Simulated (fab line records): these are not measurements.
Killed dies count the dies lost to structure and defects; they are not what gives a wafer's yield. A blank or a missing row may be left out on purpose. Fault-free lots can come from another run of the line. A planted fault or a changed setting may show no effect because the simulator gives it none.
The tool behind it: which one?    flow sky130    12 lots (36 wafers sampled), 1 step of a 708-step route

== WHAT THE GAUGES SHOWED, per wafer ==
SKY_POLY_CUT_OVL_MEAS_09.
lot   measured      on          POLY_CUT_OVL (nm)
L075  day 24 23:51  overlay-02  0 -4 -4
L076  day 26 02:01  overlay-02  8 1 11
L079  day 26 13:33  overlay-02  -5 0 -4
L081  day 27 11:13  overlay-02  -8 -7 -14
L083  day 28 05:11  overlay-01  4 -1 -3
L085  day 29 04:22  overlay-02  -9 -4 -11
L087  day 29 14:39  overlay-02  -5 -6 -2
L089  day 30 05:38  overlay-02  2 3 0
L091  day 30 21:49  overlay-02  -3 -1 3
L093  day 31 10:34  overlay-01  -5 1 -1
L095  day 31 22:46  overlay-02  1 7 1
L097  day 32 22:49  overlay-02  -4 -6 0

== WHAT TOOL EACH LOT RAN ON (gives the tool, then ch and the chambers of the sampled wafers, and finally the start) ==
Record: no process step prior to these readings.

== THE ANSWER, worked out from the rows above alone ==
Rule: what is usual is taken from the lots themselves. The widest of any qualifying gaps counts: lots, ordered by their means at a reading, are off when they make up no more than a third of the lots, leave a main group of 4 or more, and stand apart from it by 3 or more times the standard deviation of that group's means. The tables above print the reading to a certain number of digits; a main group whose means all agree to those digits is not used. Also off: a lot with no number at a reading for which 4 or more lots have one. The other lots that the step has rows for count as sound.
No lot is off on any of the readings shown, so nothing can be concluded from this.

== WHAT THE SIMULATOR PUT IN ==
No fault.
